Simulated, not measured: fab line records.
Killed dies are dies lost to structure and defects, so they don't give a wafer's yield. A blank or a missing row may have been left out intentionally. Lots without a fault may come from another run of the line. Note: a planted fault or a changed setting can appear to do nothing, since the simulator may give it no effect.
2 desks looking at one fault + flow gf180mcu + every desk sees just its own numbers, and what lay behind them comes last

AT THE TOOL OWNER'S DESK: implanter-01
GF_HV_LDD_IMPLANT_09, tool's own readings: per-lot mean of the sampled wafers with a number, covering each lot this tool ran. The brackets show how far a lot's mean lies from the usual mean; more than 4 standard deviations puts the lot out of limits, marked OUT.
Columns: A = dose_ions_cm2 at GF_HV_LDD_IMPLANT_09, usual 1.0002e+14; B = faraday_current_uA at GF_HV_LDD_IMPLANT_09, usual 564
| lot  | first seen here | A                            | B             |
|------|-----------------|------------------------------|---------------|
| L655 | day 10 19:14    | 1.0004e+14                   | 563           |
| L656 | day 11 04:29    | 1.0004e+14                   | 567           |
| L657 | day 11 09:16    | 1.0007e+14                   | 572           |
| L660 | day 12 13:24    | 9.9917e+13                   | 561           |
| L662 | day 12 22:01    | 1.0018e+14                   | 559           |
| L663 | day 13 08:01    | 3.3053e+13 (-99 or more) OUT | 188 (-38) OUT |
| L664 | day 13 13:54    | 3.3117e+13 (-99 or more) OUT | 189 (-38) OUT |
| L676 | day 17 12:16    | 1.0015e+14                   | 563           |
This desk's finding: out of limits on L663, L664; first on L663, day 13 08:01 (dose_ions_cm2 at GF_HV_LDD_IMPLANT_09). L655, L656, L657, L660, L662, L676: within limits.

METROLOGY DESK
Lot by lot, what the gauges showed, no matter which tool ran the lot: averages of those sampled wafers that carry a number. The brackets show how far a lot's mean lies from the usual mean; more than 4 standard deviations puts the lot out of limits, marked OUT.
Columns: A = LVPWELL_OVL at GF_LVPWELL_OVL_MEAS_07, usual 0.7 nm; B = HV_LDD_TW at GF_HV_LDD_TW_MEAS_11, usual 2415; C = HV_LDD_RS at GF_HV_LDD_RS_MEAS_53, usual 418.2 ohm/sq; D = cd_nm at GF_SAB_CD_MEAS_09, usual 419.6 nm
| lot  | first seen here | A    | B              | C                       | D     |
|------|-----------------|------|----------------|-------------------------|-------|
| L655 | day 4 07:19     | 2.1  | 2432           | 417.7                   | 419.5 |
| L656 | day 4 14:55     | 0.6  | 2408           | 419.4                   | 420.5 |
| L657 | day 4 20:31     | 0.5  | 2431           | 417.9                   | 419.1 |
| L659 | day 5 07:37     | 1.3  | 2438           | 418.3                   | 418.7 |
| L660 | day 5 15:48     | 0.9  | 2436           | 418.8                   | 421.0 |
| L662 | day 6 01:38     | 1.9  | 2437           | 417.9                   | 421.0 |
| L663 | day 6 05:34     | -0.1 | 1744 (-30) OUT | 610.7 (+99 or more) OUT | 422.1 |
| L664 | day 6 09:44     | -1.3 | 1742 (-31) OUT | 611.0 (+99 or more) OUT | 418.5 |
| L667 | day 7 02:28     | 1.2  | 2431           | 418.7                   | 418.7 |
| L674 | day 8 20:43     | 0.8  | 2432           | 417.6                   | 421.1 |
| L675 | day 9 01:31     | -0.5 | 2427           | 418.4                   | 416.6 |
| L676 | day 9 08:22     | 1.0  | 2421           | 418.7                   | 418.8 |
This desk's finding: out of limits on L663, L664; first on L663, day 13 08:16 (HV_LDD_TW at GF_HV_LDD_TW_MEAS_11). L655, L656, L657, L659, L660, L662, L667, L674, L675, L676: within limits.

PUT TOGETHER
An alarm could have come from the tool owner's desk at day 13 08:01, on L663, L664.
At day 13 08:16 the metrology desk could have sounded an alarm, on L663, L664.
GF_HV_LDD_IMPLANT_09 was run on implanter-01 by each of the lots named.

WHAT THE SIMULATOR PUT IN
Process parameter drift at GF_HV_LDD_IMPLANT_09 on implanter-01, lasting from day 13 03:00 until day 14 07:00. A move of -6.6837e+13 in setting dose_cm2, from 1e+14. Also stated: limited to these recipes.
Shown lots that were struck: L663, L664.
Time in hours from fault onset to the first out-of-limits reading at each desk: tool owner's desk 5, metrology desk 5.
